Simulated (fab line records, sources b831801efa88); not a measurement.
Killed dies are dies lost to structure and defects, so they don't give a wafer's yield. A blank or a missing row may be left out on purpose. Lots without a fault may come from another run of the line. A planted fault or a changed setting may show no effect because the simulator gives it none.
A struck lot beside a sound one | flow sky130 | 44 steps out of a route of 708
Sound: wafers L114.4, L114.5, L114.6. Struck: wafers L124.2, L124.3, L124.6. The cause comes at the end.
At each step with rows: each side's tool, then ch and its chambers, then its first start. Under that, the readings that differ: sound wafers | struck wafers | difference of the means | sigmas: that difference in standard deviations of wafers without a fault.
alike: readings whose means differ by less than 2 such deviations, and words and numbers that are the same on both sides. not compared: withheld readings, readings that some wafer has no value for, bounds like >300 that may hide the same value, and numbers for which the record gives no deviation and whose values overlap.
The two part at a step that has a row with sigmas, a row that says differs or no value, or rows on one side only. Numbers that don't overlap but have no deviation are shown without sigmas and don't part them. A reading that every wafer of one side lacks parts them only if that side has two wafers or more.

first, 2 steps without rows for these wafers: SKY_DNWELL_DEVELOP_06 (develop time 60 s); SKY_DNWELL_IMPLANT_07.
SKY_DNWELL_STRIP_08: strips in O2/N2.
  sound on plasma_asher-04 ch 0,1, day 3 22:46; struck on plasma_asher-04 ch 0,1, day 6 09:11
  alike: drypump_motor_current_A, oes_product_au, strip_time_to_endpoint_s
  not compared: rf_hours_counter_h
SKY_DNWELL_TW_MEAS_09:
  sound on film_metro-03, day 3 22:53; struck on film_metro-01, day 6 09:18
  alike: DNWELL_TW
then, 7 steps without rows for these wafers: SKY_PWDE_DEHYDRATE_00 (time 60 s); SKY_PWDE_HMDS_01 (prime time 60 s); SKY_PWDE_COAT_02 (resist thk 3000 nm); SKY_PWDE_SOFTBAKE_03; SKY_PWDE_EXPOSE_04 (exposes mask PWDEM, target cd 840 nm); SKY_PWDE_PEB_05; SKY_PWDE_DEVELOP_06 (develop time 60 s).
SKY_PWDE_OVL_MEAS_07:
  sound on overlay-01, day 4 16:09; struck on overlay-02, day 7 05:59
  alike: PWDE_OVL
SKY_PWDE_IMPLANT_08:
  sound on implanter-04 ch 0, day 4 16:15; struck on implanter-03 ch 0, day 7 06:03
  reading            | sound                         | struck                        | difference | sigmas
  dose_ions_cm2      | 3.601e+12 3.597e+12 3.593e+12 | 1.233e+12 1.232e+12 1.236e+12 | -2.363e+12 | -99 or more
  faraday_current_uA | 20.1 20.4 20.6                | 7.1 6.9 7.1                   | -13.3      | -34
SKY_PWDE_STRIP_09: strips in O2/N2.
  sound on plasma_asher-02 ch 0,1, day 4 16:22; struck on plasma_asher-04 ch 0,1, day 7 06:10
  alike: drypump_motor_current_A, oes_product_au, strip_time_to_endpoint_s
  not compared: rf_hours_counter_h
SKY_PWDE_TW_MEAS_10:
  sound on film_metro-04, day 4 16:27; struck on film_metro-04, day 7 06:17
  reading | sound       | struck      | difference | sigmas
  PWDE_TW | 379 379 380 | 278 279 278 | -101       | -19
then, 7 steps without rows for these wafers: SKY_NWELL_DEHYDRATE_03 (time 60 s); SKY_NWELL_HMDS_04 (prime time 60 s); SKY_NWELL_COAT_05 (resist thk 3000 nm); SKY_NWELL_SOFTBAKE_06; SKY_NWELL_EXPOSE_07 (exposes mask NWM, target cd 840 nm); SKY_NWELL_PEB_08; SKY_NWELL_DEVELOP_09 (develop time 60 s).
SKY_NWELL_OVL_MEAS_10:
  sound on overlay-01, day 5 10:36; struck on overlay-02, day 8 03:02
  reading           | sound       | struck         | difference | sigmas
  NWELL_00_OVL (nm) | 2.7 1.2 1.9 | -1.5 -2.0 -0.7 | -3.3       | -2
then, 3 steps without rows for these wafers: SKY_NWELL_IMPLANT_11; SKY_NWELL_IMPLANT_12; SKY_NWELL_IMPLANT_13.
SKY_NWELL_STRIP_14: strips in O2/N2.
  sound on plasma_asher-02 ch 0,1, day 5 11:07; struck on plasma_asher-02 ch 0,1, day 8 03:31
  alike: drypump_motor_current_A, oes_product_au, strip_time_to_endpoint_s
  not compared: rf_hours_counter_h
SKY_NWELL_TW_MEAS_15:
  sound on film_metro-01, day 5 11:12; struck on film_metro-03, day 8 03:37
  alike: NWELL_TW
then, 7 steps without rows for these wafers: SKY_NWELL_DEHYDRATE_16 (time 60 s); SKY_NWELL_HMDS_17 (prime time 60 s); SKY_NWELL_COAT_18 (resist thk 3000 nm); SKY_NWELL_SOFTBAKE_19; SKY_NWELL_EXPOSE_20 (exposes mask NWM COMPLEMENT, target cd 840 nm); SKY_NWELL_PEB_21; SKY_NWELL_DEVELOP_22 (develop time 60 s).
SKY_NWELL_OVL_MEAS_23:
  sound on overlay-01, day 6 06:11; struck on overlay-01, day 9 01:16
  alike: NWELL_01_OVL
then, 1 step without rows for these wafers: SKY_NWELL_IMPLANT_24.
SKY_NWELL_STRIP_25: strips in O2/N2.
  sound on plasma_asher-01 ch 0,1, day 6 06:23; struck on plasma_asher-02 ch 0, day 9 01:26
  alike: drypump_motor_current_A, oes_product_au, strip_time_to_endpoint_s
  not compared: rf_hours_counter_h
SKY_NWELL_TW_MEAS_26:
  sound on film_metro-01, day 6 06:29; struck on film_metro-01, day 9 01:33
  alike: NWELL_2_TW
then, 1 step without rows for these wafers: SKY_NWELL_CLEAN_27 (cleans in SC1/SC2, time 150 s).
SKY_NWELL_RTA_28: time 30 s.
  sound on rtp_anneal-02 ch 0, day 6 06:37; struck on rtp_anneal-01 ch 0, day 9 01:41
  alike: lamp_power_pct, wafer_temp_C_max
SKY_NWELL_RS_MEAS_29: measures by four-point-probe.
  sound on film_metro-04, day 6 06:44; struck on film_metro-01, day 9 01:47
  alike: NWELL_RS
SKY_NWELL_RS_MEAS_31: measures by four-point-probe.
  sound on film_metro-04, day 6 06:58; struck on film_metro-01, day 9 02:01
  reading          | sound          | struck | difference                    | sigmas
  PWDE_RS (ohm/sq) | 5265 5252 5233 | - - -  | no value on the struck wafers |
-- the record jumps here: 41 days lie between the struck wafers' starts before and after (it left off in module NWELL and takes up again in module PAD_OPEN, whose first step shown is number 708 of the route) --
SKY_PAD_OPEN_PROBE_99:
  sound on prober-01, day 47 08:32; struck on prober-01, day 49 22:24
  reading                                   | sound                         | struck                        | difference | sigmas
  model.etest.res_p_drift_20v.line_ohm_um   | 1.103e+04 1.081e+04 1.163e+04 | 3.804e+04 4.384e+04 3.893e+04 | +2.911e+04 |
  model.etest.res_p_drift_20v.rs_ohm_sq     | 9242 9143 9747                | 3.195e+04 3.63e+04 3.273e+04  | +2.428e+04 |
  model.etest.res_pwde_under_gate.rs_ohm_sq | 6179 6151 6174                | 1.835e+04 1.839e+04 1.85e+04  | +1.225e+04 |
  alike: killed_at_M0_to_M3, killed_at_M4_up, killed_at_contacts, killed_at_front_end, killed_at_other, killed_dies, killed_open, killed_short

WHERE THEY PART
First at SKY_PWDE_IMPLANT_08; last, within this record, at SKY_NWELL_RS_MEAS_31. Later steps at which nothing parts them and some readings are alike: SKY_PAD_OPEN_PROBE_99.

WHY: what the simulator had put in
Process parameter drift: implanter-03, from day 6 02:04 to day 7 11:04, at SKY_PWDE_IMPLANT_08. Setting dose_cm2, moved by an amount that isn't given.
